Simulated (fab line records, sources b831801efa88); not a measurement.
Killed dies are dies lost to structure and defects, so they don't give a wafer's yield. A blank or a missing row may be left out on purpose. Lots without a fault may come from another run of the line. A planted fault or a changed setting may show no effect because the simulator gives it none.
A struck lot beside a sound one | flow sky130 | 32 steps out of a route of 708
Sound: wafers L894.2, L894.3, L894.4. Struck: wafers L891.3, L891.4, L891.5. The cause comes at the end.
At each step with rows: each side's tool, then ch and its chambers, then its first start. Under that, the readings that differ: sound wafers | struck wafers | difference of the means | sigmas: that difference in standard deviations of wafers without a fault.
alike: readings whose means differ by less than 2 such deviations, and words and numbers that are the same on both sides. not compared: withheld readings, readings that some wafer has no value for, bounds like >300 that may hide the same value, and numbers for which the record gives no deviation and whose values overlap.
The two part at a step that has a row with sigmas, a row that says differs or no value, or rows on one side only. Numbers that don't overlap but have no deviation are shown without sigmas and don't part them. A reading that every wafer of one side lacks parts them only if that side has two wafers or more.

SKY_PWDE_OVL_MEAS_07:
  sound on overlay-01, day 7 13:15; struck on overlay-01, day 6 19:46
  alike: PWDE_OVL
then, 1 step without rows for these wafers: SKY_PWDE_IMPLANT_08.
SKY_PWDE_STRIP_09: strips in O2/N2.
  sound on plasma_asher-01 ch 0,1, day 7 13:26; struck on plasma_asher-04 ch 0,1, day 6 19:58
  alike: drypump_motor_current_A, oes_product_au, strip_time_to_endpoint_s
  not compared: rf_hours_counter_h
SKY_PWDE_TW_MEAS_10:
  sound on film_metro-02, day 7 13:32; struck on film_metro-03, day 6 20:03
  reading | sound             | struck            | difference | sigmas
  PWDE_TW | 378.0 379.3 379.4 | 372.8 371.9 372.2 | -6.6       | -2
then, 7 steps without rows for these wafers: SKY_NWELL_DEHYDRATE_03 (time 60 s); SKY_NWELL_HMDS_04 (prime time 60 s); SKY_NWELL_COAT_05 (resist thk 3000 nm); SKY_NWELL_SOFTBAKE_06; SKY_NWELL_EXPOSE_07 (exposes mask NWM, target cd 840 nm); SKY_NWELL_PEB_08; SKY_NWELL_DEVELOP_09 (develop time 60 s).
SKY_NWELL_OVL_MEAS_10:
  sound on overlay-01, day 8 08:20; struck on overlay-01, day 7 14:38
  alike: NWELL_00_OVL
SKY_NWELL_IMPLANT_11:
  sound on implanter-01 ch 0, day 8 08:23; struck on implanter-01 ch 0, day 7 15:02
then, 2 steps without rows for these wafers: SKY_NWELL_IMPLANT_12; SKY_NWELL_IMPLANT_13.
SKY_NWELL_STRIP_14: strips in O2/N2.
  sound on plasma_asher-02 ch 0,1, day 8 08:49; struck on plasma_asher-01 ch 0,1, day 7 15:28
  alike: drypump_motor_current_A, oes_product_au, strip_time_to_endpoint_s
  not compared: rf_hours_counter_h
SKY_NWELL_TW_MEAS_15:
  sound on film_metro-02, day 8 08:55; struck on film_metro-03, day 7 15:33
  reading  | sound          | struck         | difference | sigmas
  NWELL_TW | 1840 1831 1837 | 2261 2246 2260 | +420       | +32
then, 7 steps without rows for these wafers: SKY_NWELL_DEHYDRATE_16 (time 60 s); SKY_NWELL_HMDS_17 (prime time 60 s); SKY_NWELL_COAT_18 (resist thk 3000 nm); SKY_NWELL_SOFTBAKE_19; SKY_NWELL_EXPOSE_20 (exposes mask NWM COMPLEMENT, target cd 840 nm); SKY_NWELL_PEB_21; SKY_NWELL_DEVELOP_22 (develop time 60 s).
SKY_NWELL_OVL_MEAS_23:
  sound on overlay-01, day 9 05:38; struck on overlay-01, day 8 11:26
  alike: NWELL_01_OVL
then, 1 step without rows for these wafers: SKY_NWELL_IMPLANT_24.
SKY_NWELL_STRIP_25: strips in O2/N2.
  sound on plasma_asher-04 ch 0,1, day 9 05:49; struck on plasma_asher-04 ch 0,1, day 8 11:38
  alike: drypump_motor_current_A, oes_product_au, strip_time_to_endpoint_s
  not compared: rf_hours_counter_h
SKY_NWELL_TW_MEAS_26:
  sound on film_metro-02, day 9 05:55; struck on film_metro-04, day 8 11:43
  alike: NWELL_2_TW
then, 1 step without rows for these wafers: SKY_NWELL_CLEAN_27 (cleans in SC1/SC2, time 150 s).
SKY_NWELL_RTA_28: time 30 s.
  sound on rtp_anneal-02 ch 0, day 9 06:02; struck on rtp_anneal-02 ch 0, day 8 11:51
  alike: lamp_power_pct, wafer_temp_C_max
SKY_NWELL_RS_MEAS_29: measures by four-point-probe.
  sound on film_metro-03, day 9 06:08; struck on film_metro-03, day 8 11:57
  reading           | sound             | struck            | difference | sigmas
  NWELL_RS (ohm/sq) | 625.9 624.6 626.1 | 429.0 431.8 430.7 | -195.0     | -99 or more
-- the record jumps here: 40 days lie between the struck wafers' starts before and after (it left off in module NWELL and takes up again in module PAD_OPEN, whose first step shown is number 708 of the route) --
SKY_PAD_OPEN_PROBE_99:
  sound on prober-01, day 49 09:20; struck on prober-01, day 48 19:40
  reading                                 | sound                         | struck                        | difference | sigmas
  model.etest.nfet_16v.r_on_ohm_um        | 1.368e+04 1.365e+04 1.348e+04 | 1.194e+04 1.197e+04 1.193e+04 | -1.657e+03 |
  model.etest.pfet_16v.r_on_ohm_um        | 1.457e+04 1.464e+04 1.465e+04 | 1.66e+04 1.642e+04 1.636e+04  | +1.84e+03  |
  model.etest.res_nwell.line_ohm_um       | 1111 1122 1110                | 701.2 697.6 695.8             | -416.1     |
  model.etest.res_nwell.rs_ohm_sq         | 924.3 929.2 929.6             | 619.4 619.4 612.2             | -310.7     |
  model.etest.pfet_g5v0d10v5.r_on_ohm_um  | 4562 4648 4644                | 4805 4813 4782                | +182       |
  model.etest.tip_p_5v.rs_ohm_sq          | 2827 2835 2844                | 3008 2965 2977                | +148       |
  model.etest.res_nwell.width_nm (nm)     | 825.5 829 833.2               | 887 891.9 895.9               | +62        |
  model.etest.res_iso_pwell.width_nm (nm) | 2660 2667 2654                | 2591 2608 2598                | -61        |
  alike: killed_at_M0_to_M3, killed_at_M4_up, killed_at_contacts, killed_at_front_end, killed_at_other, killed_dies, killed_open, killed_short

WHERE THEY PART
First at SKY_PWDE_TW_MEAS_10; last, within this record, at SKY_NWELL_RS_MEAS_29. Later steps at which nothing parts them and some readings are alike: SKY_PAD_OPEN_PROBE_99.

WHY: what the simulator had put in
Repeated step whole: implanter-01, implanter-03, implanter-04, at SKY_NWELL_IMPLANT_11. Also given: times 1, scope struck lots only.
